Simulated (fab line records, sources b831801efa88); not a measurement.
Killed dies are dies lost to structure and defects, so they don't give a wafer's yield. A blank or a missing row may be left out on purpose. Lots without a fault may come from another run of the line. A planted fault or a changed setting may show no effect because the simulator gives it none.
fab line records | flow sky130
record lots=5 wafers=15 last_day=50
route steps=708 shown METAL4@631 VIA4@639 METAL5@661 PAD_OPEN@708
lots that met no fault: from a run of the same line without faults
start_h: hours from the record's first day to the start of the lot's first wafer shown | wait_h: hours since the lot's step before | " the same as in the row above | L1.1+2: a row that stands for several wafers | - no value, or no start given | * or withheld: withheld | < > ~ a bound
route shown NAME@n: a module of which the file shows steps, and the number in the route of the first | usual: mean/standard deviation of fault-free wafers | same: alike in all rows | chamber/n: place in a boat | sites: the reading at each site | _std_site: their standard deviation | _edge_site: outer sites' mean less inner sites' | radius_mm: how far each site lies from the wafer's centre | mask NAME#n: copy n | behind: the tool/chamber that last shaped the wafer | hold: why the lot was held/for how many hours/how that ended | device: the transistor (n, p or np) that didn't switch | end of line: the same wafers' tests at the end of the route | a step without rows: its recipe alone | killed: dies lost to structure and defects at the first sort, not the wafer's yield | map: a wafer's dies, x killed, . not, _ none there
set.NAME: the setting as run; set.NAME@STEP: as run at that earlier step | model.NAME: the simulator's own value behind a step, which no gauge read
lots at some steps of the route; a table a step, a row a wafer
services: from which hour (start_h, from the record's first day; less than 0 if before it) a tool's chamber was out of use, for how many hours, and why
## steps
# step SKY_METAL4_DESCUM_15
# recipe chemistry=O2 source_power_w=150 bias_power_w=0 pressure_mtorr=10 temp_c=40 time_s=8
# step SKY_METAL4_ETCH_16
# recipe chemistry=N2/H2 target=BARC ion_energy_ev=200 bias_w=100 pressure_mtorr=30 n2_flow_sccm=100 h2_flow_sccm=200 icp_w=500 stop_on=SiO2 time_s=88.2 target_depth_a=600
# step SKY_METAL4_ETCH_17
# recipe target=SiO2 stop_on=TiN chemistry=C4F8/O2/Ar source_w=1500 bias_w=1200 pressure_mtorr=40 c4f8_flow_sccm=withheld O2_flow_sccm=6 Ar_flow_sccm=300 time_s=3.9 target_depth_a=150
# step SKY_METAL4_METAL_ETCH_18
# recipe target_depth_a=8450 stop_on=SiO2 over_etch_frac=0.3 time_s=183.1 chemistry=Cl2/BCl3 resist_sidewall_deg=88 pressure_mtorr=10 icp_w=900 bias_w=48.5 Cl2_flow_sccm=60 bcl3_flow_sccm=30
# step SKY_METAL4_STRIP_19
# recipe chemistry=O2/N2 power_w=1400 pressure_mtorr=1500 platen_temp_c=withheld o2_flow_sccm=3000 n2_flow_sccm=300 overash_fraction=0.5
# step SKY_METAL4_STRIP_20
# recipe chemistry=post_etch_residue_remover time_s=1200 temp_c=72.5
# step SKY_METAL4_CLEAN_21
# recipe chemistry=IPA time_s=180 temp_c=25
# step SKY_METAL4_CLEAN_22
# recipe chemistry=O3/DIW dry=n2_spin
# step SKY_VIA4_HDPCVD_00
# recipe material=SiO2 target_thk_nm=1750 sigma_open_frac=0.3 time_s=291.7 temp_c=400 sih4_flow_sccm=60 pressure_mtorr=6
# step SKY_VIA4_CMP_02
# recipe material=SiO2 down_force_psi=4 platen_rpm=60 pad_velocity_m_s=0.94248
# usual edge_zone_pressure_frac=1.000/0.0053 motor_current_A=12.6/1.4 slurry_flow_ml_min=149.9/0.45
# columns lot.wafer tool chamber start_h wait_h edge_zone_pressure_frac motor_current_A slurry_flow_ml_min model.SiO2_of_VIA4_HDPCVD_00.thk_nm
L981.4 cmp-01 2 1001.82 0.2 0.994 14.2 150.4 578.3
L981.6 " 3 " " 0.998 12.0 150.2 580.1
L981.5 " 0 " " 0.996 13.4 149.7 579.3
L993.1 cmp-01 2 1077.54 0.1 0.993 14.6 149.9 521.4
L993.3 " 3 " " 0.999 12.4 149.0 522.7
L993.4 " 0 " " 0.997 13.5 149.3 521.5
L996.4 cmp-01 0 1097.11 0.0 1.001 13.5 149.6 521.9
L996.2 " 2 " " 0.994 14.1 149.0 521.3
L996.5 " 0 " " 1.004 13.5 150.3 521.4
L997.4 cmp-01 1 1100.42 0.0 1.004 12.2 149.4 524.3
L997.3 " 3 " " 0.998 12.3 149.9 523.6
L997.5 " 1 " " 0.997 12.1 149.4 524.6
L100.2 cmp-02 3 1118.32 0.0 1.000 10.7 149.8 579.5
L100.5 " 3 " " 0.999 10.2 150.1 577.8
L100.6 " 0 " " 1.003 13.3 149.4 579
# step SKY_VIA4_DEHYDRATE_04
# recipe temp_c=200 time_s=60
# step SKY_VIA4_HMDS_05
# recipe prime_time_s=60 prime_temp_c=120
# step SKY_VIA4_COAT_06
# recipe resist=NOVOLAK spin_rpm=3000 resist_thk_nm=1140
# step SKY_VIA4_SOFTBAKE_07
# recipe temp_c=90 time_s=60 resist=NOVOLAK
# step SKY_VIA4_EXPOSE_08
# recipe mask_id=VIM4 na=0.6 source_shape=conventional sigma_outer=0.6 polarization=unpolarized target_cd_nm=800 dose_mj=132
# step SKY_VIA4_PEB_09
# recipe temp_c=withheld time_s=* resist=NOVOLAK
# step SKY_VIA4_DEVELOP_10
# recipe resist=NOVOLAK developer=TMAH develop_time_s=60 dev_temp_c=23
# step SKY_VIA4_ETCH_12
# recipe target=SiO2 chemistry=C4F8/O2/Ar stop_on=TiN mask_material=NOVOLAK source_w=1500 bias_w=1200 pressure_mtorr=40 c4f8_flow_sccm=withheld O2_flow_sccm=6 Ar_flow_sccm=300 time_s=withheld target_depth_a=5800
# usual oes_product_au=0.926/0.0046
# columns lot.wafer tool chamber start_h wait_h oes_product_au model.VIA4.feature_depth_nm model.etch.depth_nm
L981.4 rie_diel-01 1 1025.41 0.0 0.917 578.3 578.3
L981.5 " 0 " " 0.919 579.3 579.3
L981.6 " 1 " " 0.926 580.1 580.1
L993.1 rie_diel-02 0 1098.93 0.0 0.864 521.4 521.4
L993.3 " 1 " " 0.871 522.7 522.7
L993.4 " 2 " " 0.877 521.5 521.5
L996.2 rie_diel-01 2 1117.36 0.0 0.862 521.3 521.3
L996.4 " 0 " " 0.874 521.9 521.9
L996.5 " 2 " " 0.876 521.4 521.4
L997.3 rie_diel-02 0 1120.66 0.0 0.869 523.6 523.6
L997.4 " 2 " " 0.873 524.3 524.3
L997.5 " 2 " " 0.866 524.6 524.6
L100.2 rie_diel-02 3 1138.21 0.0 0.931 579.5 579.5
L100.5 " 2 " " 0.927 577.8 577.8
L100.6 " 1 " " 0.918 579 579
# step SKY_VIA4_STRIP_13
# recipe chemistry=O2/N2 power_w=1400 pressure_mtorr=1500 platen_temp_c=withheld o2_flow_sccm=3000 n2_flow_sccm=300 overash_fraction=0.5
# step SKY_VIA4_STRIP_14
# recipe chemistry=post_etch_residue_remover time_s=1200 temp_c=72.5
# step SKY_VIA4_CLEAN_15
# recipe chemistry=IPA time_s=180 temp_c=25
# step SKY_VIA4_CLEAN_16
# recipe chemistry=O3/DIW dry=n2_spin
# step SKY_VIA4_SPUTTER_17
# recipe material=TiN target_thk_nm=20 chamber_pressure_pa=5 power_w=4000 time_s=80
# step SKY_VIA4_CVD_18
# recipe material=W target_thk_nm=505 time_s=152.14 temp_c=400 pressure_torr=40
# step SKY_VIA4_CMP_21
# recipe stop_on=SiO2 t_overpolish_s=25 down_force_psi=3.5 platen_rpm=60 target_thk_nm=0 pad_velocity_m_s=0.94248
# step SKY_METAL5_SPUTTER_00
# recipe material=Ti target_thk_nm=15 power_w=3000 time_s=10 chamber_pressure_pa=0.4
# step SKY_METAL5_SPUTTER_01
# recipe material=TiN target_thk_nm=20 power_w=6500 time_s=16.7 chamber_pressure_pa=0.4
# step SKY_METAL5_SPUTTER_02
# recipe material=AlCu target_thk_nm=1150 power_w=10600 time_s=61.2 chamber_pressure_pa=0.4
# step SKY_METAL5_SPUTTER_03
# recipe material=Ti target_thk_nm=5 power_w=3000 time_s=3.3 chamber_pressure_pa=0.4
# step SKY_METAL5_SPUTTER_04
# recipe material=TiN target_thk_nm=70 power_w=6500 time_s=58.3 chamber_pressure_pa=0.4
# step SKY_METAL5_DEHYDRATE_07
# recipe temp_c=200 time_s=60
# step SKY_METAL5_HMDS_08
# recipe prime_time_s=60 prime_temp_c=120
# step SKY_METAL5_COAT_09
# recipe resist=NOVOLAK spin_rpm=3000 resist_thk_nm=1800
# step SKY_METAL5_METAL_ETCH_15
# recipe target_depth_a=12600 stop_on=SiO2 over_etch_frac=0.2 time_s=252 chemistry=Cl2/BCl3 resist_sidewall_deg=86 pressure_mtorr=10 icp_w=900 bias_w=48.5 Cl2_flow_sccm=60 bcl3_flow_sccm=30
# usual drypump_motor_current_A=5.3/0.41 he_backside_leak_sccm=3.29/0.24 mfc_cl2_sccm=60.02/0.16 oes_product_au=0.893/0.0045 throttle_valve_pct=22.265/0.0093
# columns lot.wafer tool chamber start_h wait_h drypump_motor_current_A he_backside_leak_sccm mfc_cl2_sccm oes_product_au rf_hours_counter_h throttle_valve_pct model.SiO2_of_VIA4_HDPCVD_00.thk_nm
L981.4 rie_metal-02 0 1050.09 0.1 6.5 3.27 59.92 0.883 - 22.268 546.7
L981.5 " 0 " " 6.4 3.35 60.13 0.898 - 22.276 547.6
L981.6 " 1 " " 5.0 3.26 60.04 0.896 - 22.272 549.4
L993.1 rie_metal-04 0 1120.96 0.0 5.3 3.15 59.95 0.892 18 22.270 489.9
L993.3 " 0 " " 5.3 3.08 59.89 0.893 - 22.269 491.3
L993.4 " 1 " " 5.3 3.44 60.11 0.886 - 22.254 491.2
L996.2 rie_metal-02 1 1138.97 0.1 4.9 3.15 60.08 0.897 - 22.273 491.3
L996.4 " 1 " " 4.9 3.08 60.04 0.890 - 22.248 492
L996.5 " 1 " " 4.9 3.11 60.06 0.892 - 22.269 491.4
L997.3 rie_metal-04 0 1141.89 0.1 5.3 3.49 59.99 0.882 - 22.270 491.9
L997.4 " 1 " " 5.3 3.47 60.00 0.895 - 22.271 493.9
L997.5 " 0 " " 5.3 3.49 60.21 0.893 - 22.276 493
L100.2 rie_metal-04 1 1158.38 0.0 5.3 3.41 59.90 0.896 23 22.261 549.4
L100.5 " 0 " " 5.3 3.26 60.01 0.891 - 22.268 546.2
L100.6 " 1 " " 5.3 3.40 60.05 0.891 - 22.264 548.9
# step SKY_PAD_OPEN_PROBE_99
# usual defect_limited_yield=82.5/2 killed_at_M0_to_M3=44/7.4 killed_at_M4_up=3.0/1.8 killed_at_contacts=24/5.1 killed_at_front_end=15/4.3 killed_at_other=0.3/0.54 killed_dies=86/9.9 killed_on_rim=17/3.9 killed_open=47/7.1 killed_short=38/6.7 sort_bin_3_pad_short=0.8/0.39 sort_bin_5_function=10.4/1.5 sort_bin_6_memory=6.2/1.2 sort_n_pass=406/9.9 sort_yield_pct=82.5/2
# same gross_dies=492 killed_at_back_side=0 sort_bin_4_leakage[%]=0 sort_bin_8_speed[%]=0
# columns lot.wafer tool chamber start_h wait_h defect_limited_yield[%] killed_at_M0_to_M3 killed_at_M4_up killed_at_contacts killed_at_front_end killed_at_other killed_dies killed_on_rim killed_open killed_short sort_bin_3_pad_short[%] sort_bin_5_function[%] sort_bin_6_memory[%] sort_n_pass sort_yield_pct[%]
L981.4 prober-01 - 1097.44 0.2 82.9 44 3 23 14 0 84 14 53 31 0.6 8.9 7.5 408 82.9
L981.5 prober-01 - 1097.49 0.2 83.9 44 2 17 16 0 79 15 31 48 1.6 9.1 5.3 413 83.9
L981.6 prober-01 - 1097.54 0.2 85.0 34 0 31 9 0 74 13 33 41 1.4 6.9 6.7 418 85.0
L993.1 prober-02 - 1164.71 0.1 83.7 34 3 24 18 1 80 15 44 36 0.6 10.0 5.7 412 83.7
L993.3 prober-02 - 1164.81 0.2 81.7 44 3 27 16 0 90 16 48 42 1.0 10.0 7.3 402 81.7
L993.4 prober-02 - 1164.86 0.2 81.3 37 2 26 27 0 92 17 52 40 1.0 10.8 6.9 400 81.3
L996.2 prober-01 - 1179.31 0.1 79.3 61 3 27 11 0 102 17 57 45 1.0 11.8 7.9 390 79.3
L996.4 prober-01 - 1179.41 0.2 83.9 40 2 27 10 0 79 16 46 33 1.6 8.3 6.1 413 83.9
L996.5 prober-01 - 1179.46 0.2 79.5 46 1 33 20 1 101 22 55 46 1.6 11.6 7.3 391 79.5
L997.3 prober-02 - 1179.93 0.2 79.7 49 4 28 19 0 100 26 58 42 0.6 11.0 8.7 392 79.7
L997.4 prober-02 - 1179.98 0.2 80.7 55 4 28 8 0 95 20 49 46 0.4 12.4 6.5 397 80.7
L997.5 prober-02 - 1180.03 0.2 82.7 41 5 27 12 0 85 19 47 38 0.6 12.2 4.5 407 82.7
L100.2 prober-01 - 1195.49 0.1 83.7 38 0 22 19 1 80 23 47 33 0.8 10.0 5.5 412 83.7
L100.5 prober-01 - 1195.64 0.2 82.1 46 2 26 14 0 88 16 47 41 1.0 10.4 6.5 404 82.1
L100.6 prober-01 - 1195.69 0.2 85.0 40 0 23 10 1 74 22 41 33 0.2 10.6 4.3 418 85.0
# killed by level:class
L981.4 VIA1:geometric_particle:open=10 VIA3:geometric_particle:open=10 VIA2:geometric_particle:open=9 CONTACT:geometric_particle:open=7 LOCAL_INTERCONNECT:geometric_particle:short=5 CONTACT:geometric_particle:short=5 POLY_GATE:geometric_particle:open=4 POLY_GATE:geometric_particle:short=3
L981.5 FIELD_ISO:geometric_particle:short=8 LI_CONTACT:geometric_particle:open=8 METAL2:geometric_particle:short=7 VIA3:geometric_particle:open=6 METAL1:geometric_particle:short=5 VIA1:geometric_particle:open=5 VIA2:geometric_particle:open=5 VIA2:geometric_particle:short=5
L981.6 LI_CONTACT:geometric_particle:open=12 VIA3:geometric_particle:short=7 METAL1:geometric_particle:short=6 CONTACT:geometric_particle:short=5 LI_CONTACT:geometric_particle:short=5 CONTACT:geometric_particle:open=5 LOCAL_INTERCONNECT:geometric_particle:short=4 METAL2:geometric_particle:short=4
L993.1 CONTACT:geometric_particle:short=7 VIA1:geometric_particle:open=7 LI_CONTACT:geometric_particle:open=7 METAL2:geometric_particle:short=7 VIA2:geometric_particle:open=7 FIELD_ISO:geometric_particle:short=6 VIA3:geometric_particle:open=5 SPACER:geometric_particle:short=4
L993.3 VIA1:geometric_particle:open=10 CONTACT:geometric_particle:open=9 METAL2:geometric_particle:short=8 LI_CONTACT:geometric_particle:open=6 CONTACT:geometric_particle:short=6 VIA3:geometric_particle:open=6 LI_CONTACT:geometric_particle:short=5 METAL1:geometric_particle:short=5
L993.4 CONTACT:geometric_particle:open=14 VIA1:geometric_particle:open=9 FIELD_ISO:geometric_particle:short=8 FIELD_ISO:geometric_particle:open=6 VIA3:geometric_particle:open=6 LI_CONTACT:geometric_particle:open=5 VIA2:geometric_particle:open=5 POLY_GATE:geometric_particle:short=4
L996.2 VIA1:geometric_particle:open=12 CONTACT:geometric_particle:open=11 VIA2:geometric_particle:open=9 VIA3:geometric_particle:open=8 METAL2:geometric_particle:short=7 LI_CONTACT:geometric_particle:open=6 METAL1:geometric_particle:short=5 VIA1:geometric_particle:short=5
L996.4 CONTACT:geometric_particle:open=13 VIA1:geometric_particle:open=9 VIA3:geometric_particle:open=7 VIA1:geometric_particle:short=6 LOCAL_INTERCONNECT:geometric_particle:short=6 VIA2:geometric_particle:open=6 CONTACT:geometric_particle:short=5 METAL2:geometric_particle:short=5
L996.5 CONTACT:geometric_particle:open=16 METAL2:geometric_particle:short=11 VIA1:geometric_particle:open=9 CONTACT:geometric_particle:short=7 POLY_GATE:geometric_particle:open=6 VIA3:geometric_particle:open=5 VIA2:geometric_particle:open=5 VIA2:geometric_particle:short=5
L997.3 VIA1:geometric_particle:open=14 CONTACT:geometric_particle:open=11 VIA1:geometric_particle:short=8 LI_CONTACT:geometric_particle:open=8 POLY_GATE:geometric_particle:open=5 METAL1:geometric_particle:short=5 VIA3:geometric_particle:open=5 FIELD_ISO:geometric_particle:open=4
L997.4 VIA1:geometric_particle:open=17 LI_CONTACT:geometric_particle:open=10 VIA1:geometric_particle:short=8 METAL2:geometric_particle:short=7 LI_CONTACT:geometric_particle:short=6 CONTACT:geometric_particle:open=6 CONTACT:geometric_particle:short=5 VIA2:geometric_particle:open=5
L997.5 LI_CONTACT:geometric_particle:open=10 VIA1:geometric_particle:open=9 VIA2:geometric_particle:open=7 CONTACT:geometric_particle:open=6 VIA3:geometric_particle:open=6 VIA3:geometric_particle:short=5 VIA1:geometric_particle:short=5 CONTACT:geometric_particle:short=4
L100.2 LI_CONTACT:geometric_particle:open=10 VIA1:geometric_particle:open=9 FIELD_ISO:geometric_particle:open=6 METAL1:geometric_particle:short=6 CONTACT:geometric_particle:open=6 VIA1:geometric_particle:short=6 FIELD_ISO:geometric_particle:short=5 METAL2:geometric_particle:short=5
L100.5 VIA3:geometric_particle:open=13 LOCAL_INTERCONNECT:geometric_particle:short=7 VIA1:geometric_particle:short=7 VIA1:geometric_particle:open=7 CONTACT:geometric_particle:open=6 METAL2:geometric_particle:short=5 FIELD_ISO:geometric_particle:open=4 FIELD_ISO:geometric_particle:short=4
L100.6 VIA1:geometric_particle:open=10 LI_CONTACT:geometric_particle:open=8 CONTACT:geometric_particle:open=7 VIA3:geometric_particle:open=6 VIA1:geometric_particle:short=5 VIA3:geometric_particle:short=5 VIA2:geometric_particle:open=4 METAL1:geometric_particle:short=4
## services
# columns tool chamber start_h hours kind
rie_diel-02 - 991.60 0.7 repair
rie_diel-02 - 995.46 2.2 repair
cmp-01 - 1007.65 2.8 repair
rie_diel-02 1 1022.27 7.2 repair
cmp-02 - 1025.99 3.0 repair
cmp-02 - 1037.27 4.6 pm
cmp-01 - 1037.71 5.1 repair
rie_diel-01 - 1046.35 0.6 repair
cmp-01 - 1048.08 6.4 pm
rie_diel-01 0 1052.26 5.7 repair
cmp-01 - 1054.51 16.6 pm
rie_metal-02 0 1079.55 13.5 repair
cmp-01 - 1084.00 4.0 pm
cmp-02 - 1084.82 1.5 repair
cmp-01 - 1088.00 - consumable_replace:conditioner
cmp-01 - 1088.00 - consumable_replace:pad
cmp-02 - 1101.17 2.2 repair
rie_diel-01 3 1103.37 3.7 repair
rie_metal-02 0 1127.96 - clean
rie_metal-02 0 1127.96 - consumable_replace:focus_ring
rie_metal-02 0 1127.96 15.6 scheduled_down
rie_metal-02 0 1127.96 15.6 vent_cycle
rie_diel-02 1 1148.20 10.1 repair
rie_diel-02 3 1156.93 8.7 repair
## key
first_sign step=SKY_VIA4_ETCH_12 reading=oes_product_au direction=down sigmas=12 usual=0.926 struck=0.870
effect none on later readings
model_effect step=SKY_VIA4_CMP_02 value=SiO2_of_VIA4_HDPCVD_00.thk_nm without=580.5 struck=522.5
model_effect step=SKY_VIA4_ETCH_12 value=VIA4.feature_depth_nm without=580.5 struck=522.5
model_effect step=SKY_METAL5_METAL_ETCH_15 value=SiO2_of_VIA4_HDPCVD_00.thk_nm without=549.8 struck=491.8
met_at SKY_VIA4_CMP_02
struck_wafers L993.1,L993.3,L993.4,L996.2,L996.4,L996.5,L997.3,L997.4,L997.5
onset_between 1001.82 1077.54
fault kind=process_parameter_drift tool=cmp-01 chamber=- onset_h=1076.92 steps=SKY_VIA4_CMP_02 channel=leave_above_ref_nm offset=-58 shape=step end_h=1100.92 acts_in=these_recipes_only stated=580
